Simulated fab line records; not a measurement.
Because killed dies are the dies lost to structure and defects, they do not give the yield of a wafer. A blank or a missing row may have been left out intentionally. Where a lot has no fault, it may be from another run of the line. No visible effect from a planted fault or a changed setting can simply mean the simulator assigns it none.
fab line records | flow gf180mcu
[record] lots = 6 wafers = 18 last-day = 33
route steps=602 shown V4@476
lots with no fault: from the same line, run without faults
start-h: hours from the record's opening day to when the first of the lot's shown wafers began | wait-h: time in hours since the lot's previous step | " as in the row above | L1.1+2: a single row standing in for several wafers | - no value, or no start was given | * or withheld: withheld | < > ~ a bound
route shown NAME@n: names a module that has steps shown in the file, with the first one's number in the route | usual: mean/standard deviation taken from wafers without a fault | same: alike in all rows | chamber/n: place in a boat | sites: each site's reading | _std_site: standard deviation of those values | _edge_site: the outer-site mean with the inner-site mean subtracted | radius-mm: how far each site lies from the wafer's centre | mask NAME#n: copy n | behind: tool/chamber where the wafer was last shaped | hold: cause of the lot's hold/its duration in hours/its outcome | device: whichever transistor did not switch (one of n, p or np) | end of line: the same wafers' tests at the end of the route | a step with no rows: only its recipe | killed: at the first sort, the dies lost to defects and structure; wafer yield is something else | map: per-die view of a wafer (x killed, . not killed, _ where there is no die)
set.NAME: the setting that was run; set.NAME@STEP: the one run at that earlier step | model.NAME: the simulator's own value behind a step, which no gauge read
lots at selected steps of the route; one table per step, one row per wafer
services: the hour from which a tool's chamber was out of use, counted from the record's first day as start-h (under 0 if before that day), plus the number of hours and why
[[steps]]
[step GF_V4_CVD_00]
[recipe] material = SiO2 target-thk-nm = 600 sigma-open-frac = 0.3 temp-c = 400 time-s = 100 sih4-flow-sccm = 60 pressure-mtorr = 6
[step GF_V4_THK_MEAS_01]
[recipe] reads = SiO2_of_V4_CVD_00
[usual] V4_CVD_00_THK = 601/6.6
// columns lot.wafer tool chamber start-h wait-h V4_CVD_00_THK[nm]
L273.1 film-metro-04 - 549.94 0.1 594
L273.5 " - " " 601
L273.6 " - " " 605
L274.2 film-metro-02 - 551.85 0.1 598
L274.5 " - " " 600
L274.6 " - " " 599
L276.1 film-metro-01 - 565.44 0.0 603
L276.3 " - " " 596
L276.4 " - " " 602
L289.3 film-metro-02 - 668.10 0.1 595
L289.4 " - " " 592
L289.5 " - " " 599
L291.2 film-metro-01 - 677.63 0.0 610
L291.3 " - " " 605
L291.4 " - " " 608
L294.2 film-metro-04 - 693.54 0.0 598
L294.4 " - " " 593
L294.6 " - " " 604
[step GF_V4_CVD_02]
[recipe] material = SiO2 target-thk-nm = 850 precursor = TEOS temp-c = 400 time-s = 94.851 rf-w = 600
[usual] heater-power-outer-w = 371/71 heater-power-w = 662/120
[same] time-s = 94.851
// columns lot.wafer tool chamber start-h wait-h heater-power-outer-w heater-power-w
L273.1 pecvd-01 0 550.00 0.1 306 515
L273.5 " 2 " " 313 581
L273.6 " 0 " " 350 569
L274.2 pecvd-03 1 551.90 0.0 345 675
L274.5 " 1 " " 364 696
L274.6 " 0 " " 323 526
L276.1 pecvd-02 0 565.50 0.1 359 618
L276.3 " 1 " " 357 689
L276.4 " 1 " " 396 723
L289.3 pecvd-01 2 668.14 0.0 340 624
L289.4 " 2 " " 388 692
L289.5 " 0 " " 325 544
L291.2 pecvd-01 1 677.68 0.0 345 595
L291.3 " 2 " " 389 743
L291.4 " 1 " " 244 461
L294.2 pecvd-01 1 693.59 0.0 338 581
L294.4 " 2 " " 308 584
L294.6 " 0 " " 391 633
[step GF_V4_THK_MEAS_03]
[recipe] reads = SiO2_of_V4_CVD_02
[usual] V4_CVD_02_THK = 848/12
// columns lot.wafer tool chamber start-h wait-h V4_CVD_02_THK[nm]
L273.1 film-metro-02 - 550.07 0.0 846
L273.5 " - " " 862
L273.6 " - " " 864
L274.2 film-metro-01 - 551.98 0.0 831
L274.5 " - " " 848
L274.6 " - " " 854
L276.1 film-metro-01 - 565.57 0.0 846
L276.3 " - " " 868
L276.4 " - " " 868
L289.3 film-metro-02 - 668.23 0.1 851
L289.4 " - " " 863
L289.5 " - " " 867
L291.2 film-metro-02 - 677.76 0.0 824
L291.3 " - " " 832
L291.4 " - " " 832
L294.2 film-metro-02 - 693.67 0.0 830
L294.4 " - " " 853
L294.6 " - " " 855
[step GF_V4_CMP_04]
[recipe] material = SiO2 down-force-psi = 4 platen-rpm = 60 pad-velocity-m-s = 0.94248
[usual] motor-current-A = 12.4/1.2 time-to-endpoint-s = 80/6.8
// columns lot.wafer tool chamber start-h wait-h motor-current-A time-to-endpoint-s
L273.1 cmp-02 2 550.18 0.1 13.7 83
L273.5 " 1 " " 12.1 94
L273.6 " 2 " " 13.5 89
L274.2 cmp-02 2 552.13 0.1 13.5 74
L274.6 " 0 " " 12.5 84
L274.5 " 1 " " 12.2 85
L276.4 cmp-01 3 565.63 0.0 13.7 89
L276.3 " 0 " " 12.5 85
L276.1 " 1 " " 9.5 79
L289.4 cmp-01 2 668.27 0.0 10.8 86
L289.3 " 3 " " 13.8 84
L289.5 " 2 " " 11.2 86
L291.4 cmp-01 0 677.81 0.0 12.4 77
L291.3 " 2 " " 11.1 73
L291.2 " 3 " " 13.7 75
L294.4 cmp-01 0 693.72 0.0 12.6 84
L294.2 " 3 " " 12.8 76
L294.6 " 1 " " 10.4 88
[step GF_V4_BOW_MEAS_05]
[recipe] mode = bow
[usual] V4_BOW = 135/8.9
// columns lot.wafer tool chamber start-h wait-h V4_BOW[um]
L273.1 film-metro-02 - 550.43 0.2 138
L273.5 " - " " 145
L273.6 " - " " 131
L274.2 film-metro-04 - 552.35 0.2 129
L274.5 " - " " 134
L274.6 " - " " 119
L276.1 film-metro-04 - 565.93 0.1 154
L276.3 " - " " 142
L276.4 " - " " 146
L289.3 film-metro-01 - 668.61 0.2 129
L289.4 " - " " 136
L289.5 " - " " 141
L291.2 film-metro-01 - 678.13 0.1 134
L291.3 " - " " 141
L291.4 " - " " 132
L294.2 film-metro-04 - 694.04 0.1 129
L294.4 " - " " 135
L294.6 " - " " 154
[step GF_V4_DEHYDRATE_06]
[recipe] temp-c = 200 time-s = 60
[step GF_V4_HMDS_07]
[recipe] prime-time-s = 60 prime-temp-c = 120
[step GF_V4_COAT_08]
[recipe] resist = BARC temp-c = withheld time-s = withheld spin-rpm = withheld resist-thk-nm = withheld
[step GF_V4_COAT_09]
[recipe] resist = KrF spin-rpm = withheld resist-thk-nm = 1000
[step GF_V4_SOFTBAKE_10]
[recipe] temp-c = 130 time-s = 60 resist = KrF
[step GF_V4_EXPOSE_11]
[recipe] mask-id = Via4 target-cd-nm = 260 na = 0.68 source-shape = conventional sigma-outer = 0.6 dose-mj = 38
[step GF_V4_PEB_12]
[recipe] peb-temp-c = 135 peb-time-s = 90 resist = KrF
[usual] heater-power-total-W = 85.72/0.079 plate-temp-C = 134.99/0.13
[same] peb-time-s = 90
// columns lot.wafer tool chamber start-h wait-h heater-power-total-W plate-temp-C
L273.1 litho-track-02 0 570.90 - 85.65 135.14
L273.5 " 0 " " 85.71 135.12
L273.6 " 0 " " 85.66 135.23
L274.2 litho-track-03 0 573.35 - 85.83 135.00
L274.5 " 0 " " 85.77 134.89
L274.6 " 0 " " 85.71 135.03
L276.1 litho-track-03 0 586.87 - 85.59 134.60
L276.3 " 0 " " 85.70 134.85
L276.4 " 0 " " 85.80 134.88
L289.3 litho-track-03 0 687.53 - 86.68 135.91
L289.4 " 0 " " 86.46 135.99
L289.5 " 0 " " 86.48 136.02
L291.2 litho-track-03 0 697.15 - 86.56 136.22
L291.3 " 0 " " 86.60 136.30
L291.4 " 0 " " 86.58 136.39
L294.2 litho-track-01 0 711.56 - 85.84 135.14
L294.4 " 0 " " 85.74 134.77
L294.6 " 0 " " 85.83 134.87
[step GF_V4_DEVELOP_13]
[recipe] develop-time-s = 60 resist = KrF dev-temp-c = 21
[step GF_V4_CD_MEAS_14]
[recipe] target-cd-nm = 260
[usual] cd-nm = 260.0/1.2
// columns lot.wafer tool chamber start-h wait-h cd-nm
L273.1 cd-sem-01 - 571.25 0.1 259.8
L273.5 " - " " 260.9
L273.6 " - " " 260.2
L274.2 cd-sem-02 - 573.69 0.1 260.4
L274.5 " - " " 260.3
L274.6 " - " " 260.6
L276.1 cd-sem-01 - 587.22 0.1 262.5
L276.3 " - " " 262.7
L276.4 " - " " 261.6
L289.3 cd-sem-02 - 687.86 0.1 264.4
L289.4 " - " " 264.9
L289.5 " - " " 263.2
L291.2 cd-sem-01 - 697.49 0.1 262.6
L291.3 " - " " 263.6
L291.4 " - " " 263.6
L294.2 cd-sem-01 - 711.90 0.1 261.0
L294.4 " - " " 260.3
L294.6 " - " " 260.9
[step GF_V4_OVL_MEAS_15]
[usual] V4_OVL = 2/4.7
// columns lot.wafer tool chamber start-h wait-h V4_OVL[nm]
L273.1 overlay-01 - 571.37 0.1 -1
L273.5 " - " " -3
L273.6 " - " " 2
L274.2 overlay-01 - 573.79 0.1 6
L274.5 " - " " 0
L274.6 " - " " 1
L276.1 overlay-02 - 587.34 0.1 3
L276.3 " - " " 1
L276.4 " - " " -5
L289.3 overlay-02 - 687.95 0.1 1
L289.4 " - " " 0
L289.5 " - " " -1
L291.2 overlay-01 - 697.59 0.1 -3
L291.3 " - " " 5
L291.4 " - " " 0
L294.2 overlay-01 - 712.00 0.1 -3
L294.4 " - " " -3
L294.6 " - " " -2
[step GF_V4_ETCH_16]
[recipe] chemistry = N2/H2 target-depth-a = withheld overetch-a = withheld time-s = withheld target = BARC ion-energy-ev = 200 source-w = 500 bias-w = 100 pressure-mtorr = 30 n2-flow-sccm = 100 h2-flow-sccm = 200
[usual] drypump-motor-current-A = 5.6/0.43 oes-product-au = 0.854/0.0044 throttle-valve-pct = 13.225/0.0087
// columns lot.wafer tool chamber start-h wait-h drypump-motor-current-A oes-product-au throttle-valve-pct model.V4.cd-nm
L273.1 rie-diel-04 1 571.41 0.0 5.0 0.852 13.232 259.7
L273.5 " 1 " " 5.0 0.858 13.240 261.2
L273.6 " 3 " " 6.3 0.853 13.225 260.1
L274.2 rie-diel-01 3 573.82 0.0 5.5 0.859 13.225 260.9
L274.5 " 2 " " 6.0 0.858 13.229 260.5
L274.6 " 3 " " 5.5 0.850 13.215 261.2
L276.1 rie-diel-04 1 587.37 0.0 5.1 0.851 13.226 262.3
L276.3 " 3 " " 6.3 0.855 13.223 263.2
L276.4 " 0 " " 6.1 0.853 13.241 261.1
L289.3 rie-diel-04 2 687.97 0.0 5.8 0.855 13.249 264.4
L289.4 " 0 " " 6.1 0.863 13.233 264.2
L289.5 " 3 " " 6.3 0.854 13.223 263.8
L291.2 rie-diel-03 3 697.62 0.0 5.4 0.845 13.226 262.4
L291.3 " 1 " " 5.1 0.859 13.231 263.5
L291.4 " 0 " " 5.3 0.850 13.239 263.3
L294.2 rie-diel-03 1 712.03 0.0 5.1 0.855 13.230 261.2
L294.4 " 1 " " 5.1 0.860 13.240 260.5
L294.6 " 2 " " 5.9 0.855 13.230 260.9
[step GF_V4_ETCH_17]
[recipe] chemistry = C4F8/O2/Ar mask-material = KrF target = SiO2 stop-on = TiN source-w = 1500 bias-w = 1200 pressure-mtorr = 40 c4f8-flow-sccm = withheld O2_flow_sccm = 6 Ar_flow_sccm = 300 time-s = withheld target-depth-a = 6300
[usual] oes-product-au = 0.856/0.0047
// columns lot.wafer tool chamber start-h wait-h oes-product-au model.V4.cd-nm
L273.1 rie-diel-04 1 - - 0.856 259.5
L273.5 " 1 " " 0.859 260.8
L273.6 " 3 " " 0.850 260.9
L274.2 rie-diel-01 3 - - 0.851 260.7
L274.5 " 2 " " 0.860 261.3
L274.6 " 3 " " 0.850 261.3
L276.1 rie-diel-04 1 - - 0.852 262.6
L276.3 " 3 " " 0.851 263.6
L276.4 " 0 " " 0.860 260.4
L289.3 rie-diel-04 2 - - 0.860 263.7
L289.4 " 0 " " 0.859 264.2
L289.5 " 3 " " 0.860 264.1
L291.2 rie-diel-03 3 - - 0.848 262.8
L291.3 " 1 " " 0.868 263.7
L291.4 " 0 " " 0.858 263.4
L294.2 rie-diel-03 1 - - 0.849 261.4
L294.4 " 1 " " 0.854 260.2
L294.6 " 2 " " 0.854 260.3
[step GF_V4_STRIP_18]
[recipe] chemistry = O2/N2 power-w = 1400 pressure-mtorr = 1500 platen-temp-c = 250 o2-flow-sccm = 3000 n2-flow-sccm = 300 overash-fraction = 0.5
[usual] drypump-motor-current-A = 5.73/0.3 heater-power-w = 324/25 oes-product-au = 0.592/0.0047
// columns lot.wafer tool chamber start-h wait-h drypump-motor-current-A heater-power-w oes-product-au rf-hours-counter-h
L273.1 plasma-asher-04 0 571.53 - 5.79 311 0.598 84
L273.5 " 1 " " 5.70 350 0.593 -
L273.6 " 0 " " 5.81 311 0.596 -
L274.2 plasma-asher-01 1 573.95 - 5.66 365 0.587 15
L274.5 " 1 " " 5.63 367 0.596 -
L274.6 " 0 " " 5.88 332 0.594 -
L276.1 plasma-asher-01 0 587.50 - 5.91 329 0.586 16
L276.3 " 0 " " 5.92 338 0.585 -
L276.4 " 1 " " 5.65 370 0.589 -
L289.3 plasma-asher-04 1 688.13 - 5.70 350 0.593 -
L289.4 " 0 " " 5.80 313 0.595 -
L289.5 " 0 " " 5.77 309 0.591 -
L291.2 plasma-asher-04 1 697.75 - 5.72 357 0.588 99
L291.3 " 1 " " 5.71 350 0.591 -
L291.4 " 0 " " 5.79 311 0.589 -
L294.2 plasma-asher-02 1 712.16 - 5.24 288 0.597 61
L294.4 " 0 " " 6.16 328 0.590 -
L294.6 " 1 " " 5.22 290 0.592 -
[[services]]
// columns tool chamber start-h hours kind
rie-diel-04 2 534.24 12.8 repair
pecvd-01 - 534.25 1.2 repair
pecvd-01 - 539.18 1.8 repair
plasma-asher-01 - 543.80 6.1 repair
pecvd-01 - 546.13 1.9 repair
cmp-01 - 546.27 3.5 pm
rie-diel-04 3 549.12 12.2 repair
plasma-asher-04 - 551.22 2.8 pm
rie-diel-04 2 568.54 10.3 repair
rie-diel-04 0 572.67 7.4 repair
cmp-02 - 572.96 4.0 pm
cmp-01 - 581.20 9.3 pm
rie-diel-03 3 605.75 2.6 repair
cmp-02 - 606.46 4.9 pm
rie-diel-03 2 609.11 4.6 repair
cmp-02 - 633.80 1.2 repair
rie-diel-01 0 633.83 8.7 repair
rie-diel-03 2 637.00 13.7 repair
cmp-01 - 637.64 6.8 pm
cmp-02 - 644.45 3.6 pm
rie-diel-01 2 660.66 2.2 repair
rie-diel-04 - 678.12 0.1 repair
plasma-asher-01 - 689.27 11.0 repair
rie-diel-04 0 691.61 37.9 repair
[[key]]
[first-sign] step = GF_V4_PEB_12 reading = heater-power-total-W direction = up sigmas = 11 usual = 85.72 struck = 86.56
[effect] step = GF_V4_PEB_12 reading = plate-temp-C direction = up sigmas = 8.7 usual = * struck = *
[effect] step = GF_V4_CD_MEAS_14 reading = cd-nm direction = up sigmas = 3.1 usual = 260.0 struck = 263.7
[model-effect] step = GF_V4_ETCH_16 value = V4.cd-nm without = 260.8 struck = 263.6
[model-effect] step = GF_V4_ETCH_17 value = V4.cd-nm without = 260.9 struck = 263.7
met-at GF_V4_PEB_12
struck-wafers L289.3,L289.4,L289.5,L291.2,L291.3,L291.4
onset-between 586.87 687.53
[fault] kind = process-parameter-drift tool = litho-track-03 chamber = - onset-h = 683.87 steps = GF_V4_PEB_12 channel = peb-temp-c offset = * shape = step end-h = 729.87 acts-in = * stated = *
